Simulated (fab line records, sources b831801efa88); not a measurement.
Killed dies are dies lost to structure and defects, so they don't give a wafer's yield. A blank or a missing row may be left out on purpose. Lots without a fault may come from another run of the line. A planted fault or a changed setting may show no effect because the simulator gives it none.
One fault seen from 2 desks | flow sky130 | each desk has only its own numbers; what lay behind them comes last

THE METROLOGY DESK
What the gauges read, lot by lot, whatever tool the lot ran on: means of the sampled wafers that have a number. A lot is out of limits, marked OUT, if its mean lies more than 4 standard deviations from the usual mean; the brackets give that distance.
Columns: A = NWELL_TW at SKY_NWELL_TW_MEAS_15, usual 1816; B = NWELL_RS at SKY_NWELL_RS_MEAS_29, usual 625.1 ohm/sq; C = cd_nm at SKY_LI_CONTACT_CD_MEAS_12, usual 170.0 nm; D = LI_CONTACT_W_RS at SKY_LI_CONTACT_RS_MEAS_22, usual 0.286 ohm/sq
lot  | first seen here | A               | B               | C     | D
L363 | day 4 12:31     | 1817            | 623.7           | 174.6 | 0.285
L364 | day 4 21:10     | 1813            | 623.2           | 169.7 | 0.289
L365 | day 5 02:55     | 1822            | 624.7           | 169.1 | 0.287
L366 | day 5 08:59     | 1832            | 624.7           | 171.3 | 0.287
L367 | day 5 13:23     | 1812            | 625.5           | 170.9 | 0.289
L368 | day 5 21:43     | 1822            | 622.1           | 169.5 | 0.290
L369 | day 6 01:04     | 1805            | 624.9           | 171.9 | 0.286
L373 | day 6 21:24     | 1890 (+8.1) OUT | 586.2 (-23) OUT | 172.8 | 0.287
L376 | day 7 17:25     | 1882 (+7.2) OUT | 588.9 (-21) OUT | 169.5 | 0.282
L381 | day 8 23:07     | 1818            | 626.1           | 170.3 | 0.290
L382 | day 9 11:04     | 1814            | 624.4           | 171.5 | 0.285
L385 | day 10 01:25    | 1821            | 626.8           | 168.7 | 0.287
This desk's finding: out of limits on L373, L376; first on L373, day 6 21:24 (NWELL_TW at SKY_NWELL_TW_MEAS_15). In limits: L363, L364, L365, L366, L367, L368, L369, L381, L382, L385.

THE TOOL OWNER'S DESK: implanter-03
The tool's own readings at SKY_NWELL_IMPLANT_11: means of the sampled wafers that have a number, for each lot that ran on this tool. A lot is out of limits, marked OUT, if its mean lies more than 4 standard deviations from the usual mean; the brackets give that distance.
Columns: A = beam_on_s at SKY_NWELL_IMPLANT_11, usual 10.02 s; B = dose_ions_cm2 at SKY_NWELL_IMPLANT_11, usual 1.9001e+13; C = faraday_current_uA at SKY_NWELL_IMPLANT_11, usual 106.9
lot  | first seen here | A     | B                            | C
L364 | day 4 20:38     | 10.12 | 1.9016e+13                   | 106.0
L366 | day 5 08:26     | 10.16 | 1.9022e+13                   | 105.4
L367 | day 5 12:51     | 10.09 | 1.8994e+13                   | 106.4
L373 | day 6 20:52     | 10.20 | 2.1365e+13 (+99 or more) OUT | 117.7 (+5.2) OUT
L376 | day 7 16:52     | 9.97  | 2.1378e+13 (+99 or more) OUT | 120.6 (+6.5) OUT
This desk's finding: out of limits on L373, L376; first on L373, day 6 20:52 (dose_ions_cm2 at SKY_NWELL_IMPLANT_11). In limits: L364, L366, L367.

PUT TOGETHER
The tool owner's desk could have raised an alarm at day 6 20:52, on L373, L376.
The metrology desk could have raised an alarm at day 6 21:24, on L373, L376.
Of the lots named, all ran SKY_NWELL_IMPLANT_11 on implanter-03.

WHAT THE SIMULATOR HAD PUT IN
Process parameter drift: implanter-03, from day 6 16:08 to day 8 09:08, at SKY_NWELL_IMPLANT_11. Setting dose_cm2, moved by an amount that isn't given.
Lots struck among those shown: L373, L376.
Hours from the fault's start to each desk's first reading out of limits: the tool owner's desk, 5; the metrology desk, 5.
